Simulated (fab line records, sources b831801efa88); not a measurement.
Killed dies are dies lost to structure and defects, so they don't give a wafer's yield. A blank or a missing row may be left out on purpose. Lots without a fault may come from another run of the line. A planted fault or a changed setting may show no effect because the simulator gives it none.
A struck lot beside a sound one | flow sky130 | 18 steps out of a route of 708
Sound: wafers L871.1, L871.2, L871.4. Struck: wafers L876.1, L876.2, L876.5. The cause comes at the end.
At each step with rows: each side's tool, then ch and its chambers, then its first start. Under that, the readings that differ: sound wafers | struck wafers | difference of the means | sigmas: that difference in standard deviations of wafers without a fault.
alike: readings whose means differ by less than 2 such deviations, and words and numbers that are the same on both sides. not compared: withheld readings, readings that some wafer has no value for, bounds like >300 that may hide the same value, and numbers for which the record gives no deviation and whose values overlap.
The two part at a step that has a row with sigmas, a row that says differs or no value, or rows on one side only. Numbers that don't overlap but have no deviation are shown without sigmas and don't part them. A reading that every wafer of one side lacks parts them only if that side has two wafers or more.

SKY_METAL5_STRIP_16: strips in O2/N2.
  sound on plasma_asher-03 ch 0,1, day 44 16:43; struck on plasma_asher-02 ch 0,1, day 45 22:59
  alike: drypump_motor_current_A, oes_product_au, strip_time_to_endpoint_s
  not compared: rf_hours_counter_h
then, 3 steps without rows for these wafers: SKY_METAL5_STRIP_17 (strips in post etch residue remover, time 1200 s); SKY_METAL5_CLEAN_18 (cleans in IPA, time 180 s); SKY_METAL5_CLEAN_19 (cleans in O3/DIW).
SKY_PASSIVATION_CVD_00: deposits SiO2, target thk 90 nm.
  sound on pecvd-02 ch 0,1, day 44 17:22; struck on pecvd-02 ch 0,1,2, day 45 23:35
  alike: heater_power_w
SKY_PASSIVATION_THK_MEAS_01:
  sound on film_metro-04, day 44 17:23; struck on film_metro-03, day 45 23:36
  alike: PASSIVATION_CVD_00_THK
SKY_PASSIVATION_CVD_02: deposits Si3N4, target thk 540 nm.
  sound on pecvd-03 ch 0,2, day 44 17:26; struck on pecvd-04 ch 0,1, day 45 23:40
  alike: heater_power_w
SKY_PASSIVATION_THK_MEAS_03:
  sound on film_metro-03, day 44 17:40; struck on film_metro-03, day 45 23:53
  alike: PASSIVATION_CVD_02_THK
then, 4 steps without rows for these wafers: SKY_PASSIVATION_DEHYDRATE_04 (time 60 s); SKY_PASSIVATION_HMDS_05 (prime time 60 s); SKY_PASSIVATION_COAT_06 (resist thk 3000 nm); SKY_PASSIVATION_SOFTBAKE_07.
SKY_PASSIVATION_EXPOSE_08: exposes mask NSM, target cd 3000 nm.
  sound on iline_stepper-02 ch 0, day 45 04:48; struck on iline_stepper-02 ch 0, day 46 11:02
  reading              | sound                | struck               | difference | sigmas
  exposure_dose_mJ_cm2 | 259.74 259.77 260.00 | 291.47 291.51 291.74 | +31.74     | +99 or more
  alike: mask
then, 2 steps without rows for these wafers: SKY_PASSIVATION_PEB_09; SKY_PASSIVATION_DEVELOP_10 (develop time 60 s).
SKY_PASSIVATION_ETCH_11: etches the open film in CF4/O2, stops on AlCu, target depth 725 nm, time 161.1 s.
  sound on rie_diel-01 ch 0,1,3, day 45 15:10; struck on rie_diel-04 ch 0,1,2, day 46 21:07
  reading                      | sound          | struck         | difference | sigmas
  model.PASSIVATION.cd_nm (nm) | 3003 3000 3000 | 3023 3026 3021 | +22        |
  alike: drypump_motor_current_A, oes_product_au, throttle_valve_pct
  not compared: rf_hours_counter_h
SKY_PASSIVATION_STRIP_12: strips in O2/N2.
  sound on plasma_asher-02 ch 0,1, day 45 15:17; struck on plasma_asher-01 ch 0,1, day 46 21:13
  alike: drypump_motor_current_A, oes_product_au, strip_time_to_endpoint_s
  not compared: rf_hours_counter_h
then, 1 step without rows for these wafers: SKY_PAD_OPEN_PROBE_99.

WHERE THEY PART
Only at SKY_PASSIVATION_EXPOSE_08, within this record. Later steps at which nothing parts them and some readings are alike: SKY_PASSIVATION_ETCH_11, SKY_PASSIVATION_STRIP_12.

WHY: what the simulator had put in
Process parameter drift: iline_stepper-02, from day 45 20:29 on, at SKY_PASSIVATION_EXPOSE_08. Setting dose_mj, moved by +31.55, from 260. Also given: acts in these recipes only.
